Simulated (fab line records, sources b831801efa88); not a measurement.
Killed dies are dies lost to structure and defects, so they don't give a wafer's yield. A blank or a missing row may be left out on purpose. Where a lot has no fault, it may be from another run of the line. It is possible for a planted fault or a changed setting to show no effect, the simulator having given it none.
Comparing a struck lot with a sound one + flow sky130 + 16 steps out of a route of 708
Sound: the wafers L905.2, L905.3, L905.6. Struck: wafer L920.5 (L920.4, L920.6, from the same lot, were not struck and are left out); the cause is given at the end.
Order at every step that has rows: each side's tool, ch and its chambers, its first start. Under that, the readings that differ: sound wafers + struck wafers + difference of the means + sigmas: that difference in standard deviations of wafers without a fault.
alike: readings whose means differ by less than 2 such deviations, and words and numbers that are the same on both sides. not compared: withheld readings, readings that some wafer has no value for, bounds like >300 that may hide the same value, and numbers for which the record gives no deviation and whose values overlap.
Wherever a step has rows on one side only, a row that says differs or no value, or a row with sigmas, the two part there. Non-overlapping numbers with no deviation appear without sigmas and do not part them. A reading missing from all wafers of one side parts the sides only when that side holds two or more wafers.

SKY_VT_ADJUST_HVTP_OVL_MEAS_08:
  struck on overlay-01, day 11 09:16; sound on overlay-01, day 7 03:23
  alike: VT_ADJUST_HVTP_OVL
then, 1 step without rows for these wafers: SKY_VT_ADJUST_HVTP_IMPLANT_09.
SKY_VT_ADJUST_HVTP_STRIP_10: strips in O2/N2.
  sound on plasma asher-03 ch 0,1, day 7 03:34; struck on plasma asher-04 ch 1, day 11 09:28
  alike: chamber pressure mTorr, drypump motor current A, o2 flow sccm, oes product au, strip time to endpoint s
  not compared: rf hours counter h
SKY_VT_ADJUST_HVTP_TW_MEAS_11:
  struck on film metro-04, day 11 09:34; sound on film metro-04, day 7 03:40
  alike: VT_ADJUST_HVTP_TW
then, 7 steps without rows for these wafers: SKY_VT_ADJUST_LVTN_DEHYDRATE_00 (time 60 s); SKY_VT_ADJUST_LVTN_HMDS_01 (prime time 60 s); SKY_VT_ADJUST_LVTN_COAT_02 (resist thk 3000 nm); SKY_VT_ADJUST_LVTN_SOFTBAKE_03; SKY_VT_ADJUST_LVTN_EXPOSE_04 (exposes mask NWM COMPLEMENT LESS NATIVE, target cd 840 nm); SKY_VT_ADJUST_LVTN_PEB_05; SKY_VT_ADJUST_LVTN_DEVELOP_06 (develop time 60 s).
SKY_VT_ADJUST_LVTN_OVL_MEAS_07:
  struck on overlay-01, day 12 09:28; sound on overlay-02, day 7 23:34
  alike: VT_ADJUST_LVTN_OVL
SKY_VT_ADJUST_LVTN_IMPLANT_08:
  sound on implanter-03 ch 0, day 7 23:37; struck on implanter-03 ch 0, day 12 09:34
SKY_VT_ADJUST_LVTN_STRIP_09: strips in O2/N2.
  sound on plasma asher-01 ch 0,1, day 7 23:44; struck on plasma asher-03 ch 1, day 12 09:40
  alike: chamber pressure mTorr, drypump motor current A, o2 flow sccm, oes product au, strip time to endpoint s
  not compared: rf hours counter h
SKY_VT_ADJUST_LVTN_TW_MEAS_10:
  struck on film metro-02, day 12 10:00; sound on film metro-01, day 7 23:51
| reading           | sound             | struck | difference | sigmas |
|-------------------|-------------------|--------|------------|--------|
| VT_ADJUST_LVTN_TW | 243.8 242.1 242.9 | 230.4  | -12.5      | -7     |
  not compared: hold
-- a jump in the record: the struck wafers' starts before and after are 38 days apart (it breaks off in module VT_ADJUST_LVTN and resumes in module PAD_OPEN, where the first step shown is number 708 of the route) --
SKY_PAD_OPEN_PROBE_99:
  struck on prober-02, day 50 08:49; sound on prober-02, day 46 20:34
| reading                                   | sound                | struck | difference | sigmas |
|-------------------------------------------|----------------------|--------|------------|--------|
| model.etest.nfet_01v8.drive ua um range   | 9.87 9.578 10.73     | 16.21  | +6.15      |        |
| model.etest.nfet_01v8_lvt.vt sat v (V)    | 0.5362 0.5414 0.5416 | 0.5203 | -0.0194    |        |
| model.etest.nfet_01v8_lvt.body rise v (V) | 0.1442 0.1436 0.1453 | 0.1416 | -0.0028    |        |
  alike: killed_at_M0_to_M3, killed_at_M4_up, killed at contacts, killed at front end, killed at other, killed dies, killed open, killed short

## WHERE THEY PART
SKY_VT_ADJUST_LVTN_TW_MEAS_10 only, going by this record. Later steps at which nothing parts them and some readings are alike: SKY_PAD_OPEN_PROBE_99.

WHY: whatever the simulator had introduced
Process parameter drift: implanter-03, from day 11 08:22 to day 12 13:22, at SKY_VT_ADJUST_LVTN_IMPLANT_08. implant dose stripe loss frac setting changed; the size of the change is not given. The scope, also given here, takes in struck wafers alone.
